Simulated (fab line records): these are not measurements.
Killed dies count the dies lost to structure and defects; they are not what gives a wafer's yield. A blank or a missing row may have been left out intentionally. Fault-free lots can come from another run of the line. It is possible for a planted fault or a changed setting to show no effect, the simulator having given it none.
fab line records	flow sky130
[record] lots = 10	wafers = 29	lastDay = 51
route steps=708 shown CAPM@550 VIA3@587
lots with no fault: from the same line, run without faults
startH: hours from the record's first day to the start of the lot's first wafer shown	waitH: how many hours have passed since the lot's step before this one	" identical to the entry in the row above	L1.1+2: a single row standing in for several wafers	- no value, or no start given	* or withheld: withheld	< > ~ a bound
route shown NAME@n: NAME is a module with steps in the file, n the number in the route of the first one	usual: average and standard deviation across the fault-free wafers	same: alike in all rows	chamber/n: place in a boat	sites: the reading at each site	_std_site: how widely they spread, as a standard deviation	_edge_site: inner sites' mean taken away from outer sites' mean	radiusMm: for every site, how far away it sits from the centre of the wafer	mask NAME#n: copy n	behind: the most recent tool/chamber to have shaped the wafer	hold: why the lot was held/for how many hours/how that ended	device: the transistor (n, p or np) that didn't switch	end of line: tests of these same wafers at the route's end	where a step has no rows: the recipe by itself	killed: dies lost to structure and defects at the first sort, not the wafer's yield	map: dies across one wafer; x = killed, . = not, _ = none there
set.NAME: setting as actually run; set.NAME@STEP: the setting as run at that earlier step	model.NAME: the simulator's own value behind a step, which no gauge read
the route's steps for a sample of lots (tables are steps, rows are wafers)
services: when a tool's chamber went out of use (startH, in hours from the record's first day, below 0 if earlier), for how many hours, and the reason
[[steps]]
[step SKY_CAPM_METAL_ETCH_13]
[recipe] targetDepthNm = 220	stopOn = SiO2	chemistry = Cl2/BCl3	target = TiN	pressureMtorr = 10	icpW = 900	biasW = 48.5	Cl2_flow_sccm = 60	bcl3FlowSccm = 30	timeS = 62.9
[usual] bcl3FlowSccm = 30.00/0.093	drypumpMotorCurrentA = 5.86/0.29	oesProductAu = 0.942/0.0082	throttleValvePct = 21.900/0.011
lot.wafer	tool	chamber	startH	waitH	bcl3FlowSccm	drypumpMotorCurrentA	oesProductAu	rfHoursCounterH	throttleValvePct
L251.2	rieMetal-03	0	899.13	0.0	29.99	6.24	0.957	15	21.892
L251.3	"	1	"	"	30.09	5.41	0.954	-	21.892
L251.4	"	0	"	"	30.17	6.27	0.933	-	21.908
L252.1	rieMetal-01	1	912.40	0.0	30.05	5.74	0.935	4	21.893
L252.4	"	1	"	"	30.07	5.76	0.931	-	21.902
L252.6	"	0	"	"	30.01	5.66	0.938	-	21.928
L253.1	rieMetal-03	1	926.18	0.0	29.85	5.43	0.952	12	21.904
L253.3	"	1	"	"	29.94	5.41	0.951	-	21.904
L253.5	"	1	"	"	30.05	5.40	0.948	-	21.892
L258.2	rieMetal-01	0	945.33	0.0	29.80	5.64	0.936	3	21.922
L258.5	"	0	"	"	30.06	5.66	0.939	-	21.897
L258.6	"	1	"	"	30.11	5.72	0.948	-	21.890
L257.1	rieMetal-01	1	946.58	0.0	29.89	5.75	0.928	6	21.898
L257.2	"	0	"	"	30.06	5.66	0.941	3	21.891
L257.3	"	0	"	"	29.95	5.70	0.932	-	21.897
L261.2	rieMetal-01	1	968.98	0.0	29.88	5.76	0.936	7	21.895
L261.3	"	0	"	"	29.89	5.60	0.925	-	21.902
L261.5	"	1	"	"	29.89	5.73	0.942	-	21.895
L264.1	rieMetal-01	1	993.53	0.0	29.98	5.75	0.952	9	21.903
L264.2	"	0	"	"	30.19	5.64	0.949	5	21.905
L264.3	"	1	"	"	30.09	5.76	0.944	-	21.901
L265.4	rieMetal-03	1	1000.03	0.0	29.89	5.42	0.936	-	21.910
L265.5	"	0	"	"	30.07	6.26	0.943	-	21.889
L265.6	"	1	"	"	29.91	5.43	0.957	-	21.905
L266.3	rieMetal-01	1	1005.28	0.0	30.10	5.76	0.952	-	21.895
L266.5	"	0	"	"	30.04	5.62	0.954	-	21.901
L273.1	rieMetal-02	1	1046.83	0.0	29.91	5.88	0.935	9	21.890
L273.3	"	1	"	"	30.06	5.92	0.950	-	21.890
L273.4	"	0	"	"	30.01	6.28	0.934	-	21.885
[step SKY_CAPM_STRIP_14]
[recipe] chemistry = O2/N2	powerW = 1400	pressureMtorr = 1500	platenTempC = withheld	o2FlowSccm = 3000	n2FlowSccm = 300	overashFraction = 0.5
[usual] drypumpMotorCurrentA = 5.7/0.5	o2FlowSccm = 3000/9.1	oesProductAu = 0.711/0.0043	stripTimeToEndpointS = 12.66/0.054
lot.wafer	tool	chamber	startH	waitH	drypumpMotorCurrentA	o2FlowSccm	oesProductAu	rfHoursCounterH	stripTimeToEndpointS
L251.2	plasmaAsher-01	1	899.21	0.1	5.8	2980	0.706	79	12.62
L251.3	"	0	"	"	5.0	2993	0.708	-	12.66
L251.4	"	1	"	"	5.8	2977	0.714	-	12.67
L252.1	plasmaAsher-01	0	912.48	0.1	5.0	2995	0.723	80	12.72
L252.4	"	1	"	"	5.9	2987	0.710	-	12.66
L252.6	"	0	"	"	5.0	3004	0.718	-	12.63
L253.1	plasmaAsher-03	0	926.33	0.1	5.4	3006	0.705	47	12.65
L253.3	"	0	"	"	5.4	2997	0.707	-	12.67
L253.5	"	0	"	"	5.4	3002	0.709	-	12.68
L258.2	plasmaAsher-04	0	945.40	0.1	6.4	2996	0.711	19	12.60
L258.5	"	1	"	"	6.1	2997	0.717	-	12.54
L258.6	"	0	"	"	6.4	3004	0.711	-	12.66
L257.1	plasmaAsher-03	1	946.65	0.1	6.1	2994	0.711	49	12.62
L257.2	"	0	"	"	5.4	3008	0.704	49	12.55
L257.3	"	1	"	"	6.1	2998	0.704	-	12.58
L261.2	plasmaAsher-04	0	969.05	0.1	6.4	2985	0.715	21	12.63
L261.3	"	0	"	"	6.4	2995	0.709	-	12.58
L261.5	"	1	"	"	6.1	3002	0.702	-	12.64
L264.1	plasmaAsher-01	0	993.60	0.1	5.0	3007	0.715	88	12.66
L264.2	"	1	"	"	5.8	3002	0.715	88	12.59
L264.3	"	0	"	"	5.0	3011	0.703	-	12.63
L265.4	plasmaAsher-04	0	1000.11	0.1	6.4	2990	0.702	-	12.66
L265.5	"	0	"	"	6.4	3006	0.718	-	12.63
L265.6	"	1	"	"	6.1	2988	0.702	-	12.69
L266.3	plasmaAsher-01	0	1005.36	0.1	5.0	3006	0.711	-	12.70
L266.5	"	0	"	"	5.0	2992	0.712	-	12.64
L273.1	plasmaAsher-01	0	1046.91	0.1	5.0	2999	0.710	94	12.68
L273.3	"	0	"	"	5.0	2996	0.708	-	12.68
L273.4	"	1	"	"	5.8	3007	0.706	-	12.71
[step SKY_VIA3_ETCH_14]
[recipe] chemistry = N2/H2	target = BARC	ionEnergyEv = 200	sourceW = 500	biasW = 100	pressureMtorr = 30	n2FlowSccm = 100	h2FlowSccm = 200	stopOn = SiO2	timeS = 45.9	targetDepthA = 600
[usual] drypumpMotorCurrentA = 5.7/0.39	oesProductAu = 0.854/0.0051	throttleValvePct = 13.225/0.0089
lot.wafer	tool	chamber	startH	waitH	drypumpMotorCurrentA	oesProductAu	rfHoursCounterH	throttleValvePct
L251.2	rieDiel-01	0	952.53	0.0	5.8	0.864	4	13.203
L251.3	"	2	"	"	5.9	0.851	18	13.223
L251.4	"	1	"	"	6.3	0.854	18	13.230
L252.1	rieDiel-02	1	965.33	0.0	5.0	0.857	11	13.227
L252.4	"	3	"	"	5.2	0.857	7	13.236
L252.6	"	1	"	"	5.0	0.849	-	13.236
L253.1	rieDiel-02	1	978.73	0.0	5.0	0.852	12	13.234
L253.3	"	3	"	"	5.2	0.851	7	13.228
L253.5	"	1	"	"	5.1	0.862	-	13.226
L258.2	rieDiel-03	0	997.60	0.0	5.9	0.845	25	13.234
L258.5	"	0	"	"	5.9	0.859	-	13.205
L258.6	"	1	"	"	6.2	0.851	-	13.226
L257.1	rieDiel-02	0	998.27	0.0	5.2	0.856	22	13.221
L257.2	"	2	"	"	5.9	0.851	19	13.222
L257.3	"	3	"	"	5.3	0.856	7	13.226
L261.2	rieDiel-03	1	1019.87	0.0	6.2	0.854	9	13.235
L261.3	"	0	"	"	5.9	0.859	26	13.214
L261.5	"	1	"	"	6.2	0.852	-	13.221
L264.1	rieDiel-03	0	1043.23	0.0	5.9	0.850	27	13.222
L264.2	"	2	"	"	5.9	0.856	14	13.227
L264.3	"	3	"	"	5.8	0.850	8	13.225
L265.4	rieDiel-03	3	1049.65	0.0	5.7	0.850	8	13.230
L265.5	"	0	"	"	5.9	0.852	-	13.224
L265.6	"	3	"	"	5.8	0.856	-	13.230
L266.3	rieDiel-01	2	1054.63	0.0	5.9	0.862	21	13.231
L266.5	"	3	"	"	6.0	0.855	-	13.218
L273.1	rieDiel-02	3	1092.80	0.0	5.2	0.856	11	13.234
L273.3	"	2	"	"	5.9	0.861	22	13.224
L273.4	"	0	"	"	5.3	0.859	26	13.216
[step SKY_VIA3_CVD_21]
[recipe] material = W	targetThkNm = 390	timeS = 117.31	tempC = 400	pressureTorr = 40
[usual] heaterPowerW = 859/72	susceptorTempC = 400.00/0.21
lot.wafer	tool	chamber	startH	waitH	heaterPowerW	susceptorTempC
L251.2	cvdW-02	1	953.33	0.0	909	400.01
L251.3	"	1	"	"	927	399.88
L251.4	"	0	"	"	916	399.70
L252.1	cvdW-02	1	966.09	0.0	903	399.84
L252.4	"	1	"	"	918	400.12
L252.6	"	1	"	"	903	399.91
L253.1	cvdW-02	1	979.49	0.0	934	399.94
L253.3	"	1	"	"	913	399.82
L253.5	"	0	"	"	907	399.86
L258.2	cvdW-01	0	998.35	0.0	798	400.42
L258.5	"	0	"	"	795	400.55
L258.6	"	1	"	"	746	399.99
L257.1	cvdW-01	0	999.03	0.0	774	400.00
L257.2	"	1	"	"	741	399.92
L257.3	"	1	"	"	747	399.68
L261.2	cvdW-01	1	1020.63	0.0	766	400.20
L261.3	"	1	"	"	751	400.05
L261.5	"	0	"	"	783	400.15
L264.1	cvdW-01	1	1043.99	0.0	770	400.18
L264.2	"	0	"	"	773	399.98
L264.3	"	1	"	"	763	399.93
L265.4	cvdW-01	0	1050.45	0.1	776	399.91
L265.5	"	1	"	"	749	400.09
L265.6	"	0	"	"	783	399.89
L266.3	cvdW-01	0	1055.44	0.1	786	400.32
L266.5	"	0	"	"	777	400.36
L273.1	cvdW-02	1	1093.59	0.0	902	400.20
L273.3	"	1	"	"	913	400.34
L273.4	"	0	"	"	918	399.76
[step SKY_VIA3_RS_MEAS_22]
[recipe] thkMeasGauge = four-point-probe	reads = W_of_VIA3_CVD_21+TiN_of_VIA3_SPUTTER_20
[usual] VIA3_W_RS = 0.296/0.0041
lot.wafer	tool	chamber	startH	waitH	VIA3_W_RS[ohm/sq]
L251.2	filmMetro-04	-	953.47	0.1	0.303
L251.3	"	-	"	"	0.298
L251.4	"	-	"	"	0.294
L252.1	filmMetro-02	-	966.21	0.1	0.298
L252.4	"	-	"	"	0.299
L252.6	"	-	"	"	0.298
L253.1	filmMetro-04	-	979.62	0.1	0.300
L253.3	"	-	"	"	0.302
L253.5	"	-	"	"	0.299
L258.2	filmMetro-02	-	998.50	0.1	0.296
L258.5	"	-	"	"	0.292
L258.6	"	-	"	"	0.287
L257.1	filmMetro-04	-	999.15	0.1	0.302
L257.2	"	-	"	"	0.290
L257.3	"	-	"	"	0.298
L261.2	filmMetro-02	-	1020.77	0.1	0.295
L261.3	"	-	"	"	0.292
L261.5	"	-	"	"	0.299
L264.1	filmMetro-02	-	1044.11	0.1	0.291
L264.2	"	-	"	"	0.301
L264.3	"	-	"	"	0.291
L265.4	filmMetro-02	-	1050.59	0.1	0.281
L265.5	"	-	"	"	0.272
L265.6	"	-	"	"	0.298
L266.3	filmMetro-02	-	1055.56	0.1	0.295
L266.5	"	-	"	"	0.279
L273.1	filmMetro-04	-	1093.71	0.1	0.299
L273.3	"	-	"	"	0.299
L273.4	"	-	"	"	0.295
[step SKY_VIA3_THK_MEAS_23]
[recipe] thkMeasGauge = xrf	reads = W_of_VIA3_CVD_21
[usual] VIA3_W_THK = 380/5.5
lot.wafer	tool	chamber	startH	waitH	VIA3_W_THK[nm]
L251.2	filmMetro-04	-	953.58	0.1	371
L251.3	"	-	"	"	376
L251.4	"	-	"	"	381
L252.1	filmMetro-02	-	966.33	0.1	376
L252.4	"	-	"	"	376
L252.6	"	-	"	"	378
L253.1	filmMetro-04	-	979.74	0.1	376
L253.3	"	-	"	"	373
L253.5	"	-	"	"	376
L258.2	filmMetro-02	-	998.61	0.1	380
L258.5	"	-	"	"	388
L258.6	"	-	"	"	392
L257.1	filmMetro-04	-	999.27	0.1	373
L257.2	"	-	"	"	387
L257.3	"	-	"	"	377
L261.2	filmMetro-02	-	1020.88	0.1	378
L261.3	"	-	"	"	384
L261.5	"	-	"	"	376
L264.1	filmMetro-02	-	1044.23	0.1	388
L264.2	"	-	"	"	376
L264.3	"	-	"	"	389
L265.4	filmMetro-02	-	1050.68	0.1	403
L265.5	"	-	"	"	413
L265.6	"	-	"	"	379
L266.3	filmMetro-02	-	1055.66	0.1	383
L266.5	"	-	"	"	402
L273.1	filmMetro-04	-	1093.83	0.1	376
L273.3	"	-	"	"	375
L273.4	"	-	"	"	379
[[services]]
tool	chamber	startH	hours	kind
cvdW-01	-	904.00	14.0	pm
cvdW-01	0	904.00	14.0	ventCycle
cvdW-01	1	904.00	14.0	ventCycle
cvdW-01	0	918.00	-	clean
cvdW-01	1	918.00	-	clean
rieDiel-01	0	921.83	11.3	repair
rieMetal-03	0	925.01	1.5	repair
rieDiel-02	-	933.12	15.6	pm
rieDiel-03	-	937.15	0.2	repair
rieDiel-03	0	964.81	14.7	repair
cvdW-01	-	967.39	6.9	pm
rieDiel-02	-	975.92	2.8	pm
rieDiel-02	3	991.73	4.1	repair
cvdW-02	-	1009.64	6.0	pm
rieDiel-01	-	1010.53	2.8	pm
rieDiel-03	0	1028.73	6.4	repair
rieDiel-03	2	1031.79	5.6	repair
rieMetal-03	1	1032.84	12.0	repair
rieDiel-02	-	1065.08	0.6	repair
rieDiel-03	0	1072.55	-	clean
rieDiel-03	0	1072.55	25.8	scheduledDown
rieDiel-03	0	1072.55	25.8	ventCycle
cvdW-01	-	1079.09	6.0	pm
[[key]]
[firstSign] step = SKY_VIA3_RS_MEAS_22	reading = VIA3_W_RS	direction = down	sigmas = 4.6	usual = 0.296	struck = 0.277
[effect] step = SKY_VIA3_THK_MEAS_23	reading = VIA3_W_THK	direction = up	sigmas = 4.7	usual = 380	struck = 406
metAt SKY_VIA3_CVD_21
struckLots L265,L266
struckWafers L265.4,L265.5,L266.5
notActingAt SKY_CAPM_METAL_ETCH_13,SKY_CAPM_STRIP_14,SKY_VIA3_ETCH_14
onsetBetween 1043.99 1050.45
[fault] kind = processParameterDrift	tool = cvdW-01	chamber = -	onsetH = 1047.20	steps = SKY_VIA3_CVD_21	channel = targetThkNm	offset = 24.427	shape = step	endH = 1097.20	scope = struckWafersOnly	actsIn = theseRecipesOnly	stated = 390
